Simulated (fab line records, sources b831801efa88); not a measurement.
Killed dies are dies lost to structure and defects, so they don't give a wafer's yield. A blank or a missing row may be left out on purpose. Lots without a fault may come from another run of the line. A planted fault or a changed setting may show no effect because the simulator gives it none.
Chamber matching | flow gf180mcu | GF_V1_CMP_26 on cmp-01: 4 sister chambers
The step polishes, stops on SiO2, t overpolish 15 s, target thk 0 nm. 8 wafers are shown with their chamber, then 10 later ones without.

WAFERS WITH THEIR CHAMBER
wafer  | chamber | motor_current_A (A) | time_to_endpoint_s (s)
L078.6 | 1       | 11.3                | 76
L086.4 | 2       | 12.9                | 86
L086.5 | 2       | 13.6                | 81
L088.2 | 3       | 9.5                 | 84
L088.4 | 0       | 9.3                 | 84
L088.6 | 0       | 9.0                 | 84
L090.1 | 3       | 9.3                 | 80
L090.4 | 1       | 11.3                | 77

WAFERS WITHOUT THEIR CHAMBER
wafer  | motor_current_A (A) | time_to_endpoint_s (s)
L090.6 | 9.5                 | 81
L091.1 | 13.6                | 87
L091.4 | 9.4                 | 88
L091.5 | 10.0                | 87
L093.2 | 9.2                 | 85
L093.4 | 10.2                | 85
L093.5 | 11.6                | 82
L095.2 | 9.5                 | 80
L095.4 | 10.1                | 80
L095.6 | 9.5                 | 82

WHICH CHAMBER EACH WENT THROUGH
wafer  | from the rows above          | in truth
L090.6 | can't be placed: 3 or 0      | 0
L091.1 | 2                            | 2
L091.4 | can't be placed: 0 or 3      | 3
L091.5 | can't be placed: 3 or 0      | 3
L093.2 | can't be placed: 0 or 3      | 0
L093.4 | can't be placed: 3 or 0      | 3
L093.5 | 1                            | 1
L095.2 | can't be placed: 3 or 0      | 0
L095.4 | can't be placed: 3 or 0 or 1 | 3
L095.6 | can't be placed: 3 or 0      | 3
Placed correctly: 2 of 10. Can't be placed from these rows: 8 (the true chamber is among the candidates in 8). Placed wrongly: 0.
How it was worked out, from the rows above alone: a wafer's distance from a chamber is the root of the sum, over the readings, of the square of ((its reading less the chamber's mean) divided by the reading's scatter). The wafer belongs to the nearest chamber; if the next one is less than 2 further off, it can't be placed. A chamber's mean is the mean of its shown wafers. The scatter: the root of (the sum of the squares of (reading less its chamber's mean) over the shown wafers, divided by (wafers less chambers)).
